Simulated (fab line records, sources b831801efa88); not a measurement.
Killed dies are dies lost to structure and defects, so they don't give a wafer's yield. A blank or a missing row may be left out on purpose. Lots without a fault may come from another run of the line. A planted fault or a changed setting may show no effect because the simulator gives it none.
A struck lot beside a sound one | flow gf180mcu | 15 steps out of a route of 602
Sound: wafers L520.1, L520.2, L520.5. Struck: wafers L517.1, L517.3, L517.5. The cause comes at the end.
At each step with rows: each side's tool, then ch and its chambers, then its first start. Under that, the readings that differ: sound wafers | struck wafers | difference of the means | sigmas: that difference in standard deviations of wafers without a fault.
alike: readings whose means differ by less than 2 such deviations, and words and numbers that are the same on both sides. not compared: withheld readings, readings that some wafer has no value for, bounds like >300 that may hide the same value, and numbers for which the record gives no deviation and whose values overlap.
The two part at a step that has a row with sigmas, a row that says differs or no value, or rows on one side only. Numbers that don't overlap but have no deviation are shown without sigmas and don't part them. A reading that every wafer of one side lacks parts them only if that side has two wafers or more.

first, 2 steps without rows for these wafers: GF_V2_STRIP_19 (strips in post etch residue remover, time 1200 s); GF_V2_CLEAN_20 (cleans in DIW).
GF_V2_SPUTTER_21: material Ti, target thk 15 nm, time 80.02 s.
  sound on pvd_sputter-02, day 23 14:38; struck on pvd_sputter-04, day 22 18:52
  alike: cathode_dc_power_W, chamber_pressure_pa, throttle_valve_pct
GF_V2_SPUTTER_22: material TiN, target thk 10 nm, time 40 s.
  sound on pvd_sputter-02, day 23 14:41; struck on pvd_sputter-04, day 22 18:55
  alike: cathode_dc_power_W, chamber_pressure_pa, throttle_valve_pct
then, 1 step without rows for these wafers: GF_V2_CVD_23 (deposits W, target thk 350 nm, time 104.94 s).
GF_V2_RS_MEAS_24: measures by four-point-probe.
  sound on film_metro-04, day 23 14:50; struck on film_metro-04, day 22 19:04
  reading          | sound             | struck            | difference | sigmas
  V2_W_RS (ohm/sq) | 0.329 0.334 0.339 | 0.328 0.326 0.326 | -0.007     | -2
GF_V2_THK_MEAS_25: measures by xrf.
  sound on film_metro-04, day 23 14:58; struck on film_metro-04, day 22 19:11
  reading       | sound       | struck      | difference | sigmas
  V2_W_THK (nm) | 353 346 341 | 360 359 359 | +13        | +2
GF_V2_CMP_26: polishes, stops on SiO2, t overpolish 15 s, target thk 0 nm.
  sound on cmp-01 ch 1,2, day 23 15:01; struck on cmp-01 ch 0,1,2, day 22 19:18
  alike: motor_current_A, overpolish_run_s, platen_rpm, time_to_endpoint_s
GF_M3_SPUTTER_00: material Ti, target thk 37.5 nm, time 150 s.
  sound on pvd_sputter-01, day 23 15:19; struck on pvd_sputter-01, day 22 19:33
  alike: cathode_dc_power_W, chamber_pressure_pa, throttle_valve_pct
GF_M3_SPUTTER_01: material TiN, target thk 30 nm, time 25 s.
  sound on pvd_sputter-01, day 23 15:25; struck on pvd_sputter-01, day 22 19:39
  alike: cathode_dc_power_W, chamber_pressure_pa, throttle_valve_pct
then, 2 steps without rows for these wafers: GF_M3_SPUTTER_02 (material AlCu, target thk 450 nm, time 23.9 s); GF_M3_SPUTTER_03 (material Ti, target thk 10 nm, time 6.7 s).
GF_M3_SPUTTER_04: material TiN, target thk 50 nm, time 41.7 s.
  sound on pvd_sputter-01, day 23 15:30; struck on pvd_sputter-01, day 22 19:44
  no value came back on the struck wafers for cathode_dc_power_W (W), chamber_pressure_pa (Pa), throttle_valve_pct (%), time_s (s); on the sound wafers cathode_dc_power_W (W) reads 6497.9 6499.8 6500.2
GF_M3_THK_MEAS_06: measures by xrf.
  sound on film_metro-02, day 23 15:40; struck on film_metro-02, day 22 19:53
  reading          | sound       | struck      | difference | sigmas
  M3_ALCU_THK (nm) | 449 450 451 | 488 492 489 | +40        | +7
then, 1 step without rows for these wafers: GF_M3_DEHYDRATE_07 (time 60 s).

WHERE THEY PART
First at GF_V2_RS_MEAS_24; last, within this record, at GF_M3_THK_MEAS_06.

WHY: what the simulator had put in
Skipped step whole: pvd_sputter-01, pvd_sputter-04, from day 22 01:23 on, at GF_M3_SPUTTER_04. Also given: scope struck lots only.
